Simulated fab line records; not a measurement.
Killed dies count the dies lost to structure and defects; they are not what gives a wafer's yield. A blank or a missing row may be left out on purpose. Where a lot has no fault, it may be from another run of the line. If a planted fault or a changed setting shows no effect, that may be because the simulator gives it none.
Matching of chambers | flow gf180mcu | GF_MIM_CVD_05 on pecvd-02 has 3 sister chambers
The step deposits Si3N4, target thk 42 nm, time 29.086 s. 6 wafers are shown with their chamber, then 12 later ones without.

WAFERS PAIRED WITH THEIR CHAMBERS
wafer  | chamber | heaterPowerW (W) | rfFwdPowerW (W)
L086.1 | 2       | 534              | 443.9
L086.4 | 1       | 453              | 447.3
L087.2 | 2       | 590              | 441.6
L089.2 | 0       | 512              | 445.7
L089.5 | 0       | 516              | 447.6
L089.6 | 1       | 366              | 447.7

WAFERS WITHOUT THEIR CHAMBER
wafer  | heaterPowerW (W) | rfFwdPowerW (W)
L092.1 | 404              | 446.0
L092.3 | 604              | 444.6
L092.5 | 609              | 442.3
L093.1 | 484              | 448.1
L093.2 | 565              | 443.3
L093.4 | 561              | 441.5
L096.3 | 370              | 445.2
L096.4 | 370              | 445.0
L096.6 | 576              | 445.7
L097.2 | 558              | 442.0
L097.5 | 570              | 442.4
L097.6 | 563              | 447.6

EACH ONE'S CHAMBER
wafer  | from the rows above     | in truth
L092.1 | can't be placed: 1 or 0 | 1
L092.3 | can't be placed: 2 or 0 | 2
L092.5 | 2                       | 2
L093.1 | can't be placed: 0 or 1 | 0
L093.2 | 2                       | 2
L093.4 | 2                       | 2
L096.3 | can't be placed: 1 or 0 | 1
L096.4 | can't be placed: 1 or 0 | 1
L096.6 | can't be placed: 0 or 2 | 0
L097.2 | 2                       | 2
L097.5 | 2                       | 2
L097.6 | 0                       | 0
Correct placement for 6 of the 12. Not placeable from these rows: 6 (in 6, the candidates include the true chamber). Number placed wrongly: 0.
How it was worked out, from the rows above alone: a wafer's distance from a chamber is the root of the sum, over the readings, of the square of ((its reading less the chamber's mean) divided by the reading's scatter). The wafer belongs to the nearest chamber; if the next one is less than 2 further off, it can't be placed. Each chamber's mean is taken over the wafers shown for it. The scatter is the square root of a quotient: the sum, over the shown wafers, of each reading's squared deviation from its chamber's mean, divided by wafers minus chambers.
